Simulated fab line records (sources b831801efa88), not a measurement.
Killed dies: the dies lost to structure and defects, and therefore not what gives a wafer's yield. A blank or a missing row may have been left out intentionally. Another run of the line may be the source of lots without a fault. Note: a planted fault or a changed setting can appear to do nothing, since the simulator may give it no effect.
A sampling plan put to the test	flow sky130	7 faults told of in these records, all on one fab line, each judged by the records of the lots it struck
The plan consists of the line's own looks: route steps at which the wafer is read by a gauge or an inspection but not changed. Where struck wafers have a number at a look and the file lists that look's usual mean and standard deviation on fault-free wafers, the look can be judged. Caught: 4 or more of those standard deviations (sigma) separate the usual mean from the mean of the struck wafers at a look after the fault's first step. On the tool: the test repeated on the tool's own readings taken at the fault's steps. Also counted as caught: the struck wafers showing another recipe, or a record that is empty for them alone.

== THE FAULTS, as the simulator had put them in ==
1. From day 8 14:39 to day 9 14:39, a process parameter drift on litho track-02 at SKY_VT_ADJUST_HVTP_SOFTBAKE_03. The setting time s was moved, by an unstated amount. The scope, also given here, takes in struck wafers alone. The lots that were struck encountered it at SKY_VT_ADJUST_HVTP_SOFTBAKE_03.
2. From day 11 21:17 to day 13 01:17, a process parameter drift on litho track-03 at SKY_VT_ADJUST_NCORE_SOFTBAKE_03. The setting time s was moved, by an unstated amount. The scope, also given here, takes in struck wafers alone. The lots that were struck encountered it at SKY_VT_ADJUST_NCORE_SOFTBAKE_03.
3. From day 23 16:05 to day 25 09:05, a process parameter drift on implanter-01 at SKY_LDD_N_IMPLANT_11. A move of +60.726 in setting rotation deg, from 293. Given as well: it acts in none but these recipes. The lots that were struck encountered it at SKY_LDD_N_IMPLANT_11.
4. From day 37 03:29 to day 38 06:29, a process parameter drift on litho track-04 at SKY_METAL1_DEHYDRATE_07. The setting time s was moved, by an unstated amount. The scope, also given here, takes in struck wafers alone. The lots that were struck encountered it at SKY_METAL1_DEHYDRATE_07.
5. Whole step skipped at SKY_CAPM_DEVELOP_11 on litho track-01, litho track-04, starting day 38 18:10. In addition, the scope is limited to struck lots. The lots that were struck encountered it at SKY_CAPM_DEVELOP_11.
6. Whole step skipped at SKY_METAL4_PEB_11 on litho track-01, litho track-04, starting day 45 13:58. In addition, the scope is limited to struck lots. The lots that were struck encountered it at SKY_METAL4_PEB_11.
7. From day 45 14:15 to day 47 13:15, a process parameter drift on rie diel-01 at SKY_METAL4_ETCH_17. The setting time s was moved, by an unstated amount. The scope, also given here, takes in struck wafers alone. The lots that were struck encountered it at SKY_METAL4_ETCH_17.

== WHAT THE PLAN SAW ==
fault	on the tool itself	first look that catches it	reading, sigma	median hours from its first step to that look	hours from the fault's start to the first struck lot there	judged looks passed uncaught
1	run length s +61 sigma	none of the 2 looks that can be judged after it	-	-	-	2
2	run length s -99 or beyond sigma	not the one look that can be judged after it	-	-	-	1
3	rotation deg +99 or beyond sigma	not the one look that can be judged after it	-	-	-	1
4	run length s +42 sigma	no look after it can be judged	-	-	-	0
5	the tool's record is blank for the struck wafers	no look after it can be judged	-	-	-	0
6	no reading that can be judged	no look after it can be judged	-	-	-	0
7	oes product au +4.6 sigma	no look after it can be judged	-	-	-	0
A dash: the fault isn't caught, or these records don't give the number.

Caught at a look: 0 of 7. Caught on the tool: 6 of 7. By one or the other: 6 of 7.
Caught on the tool alone: faults 1, 2, 3, 4, 5, 7.
Caught by neither: fault 6.
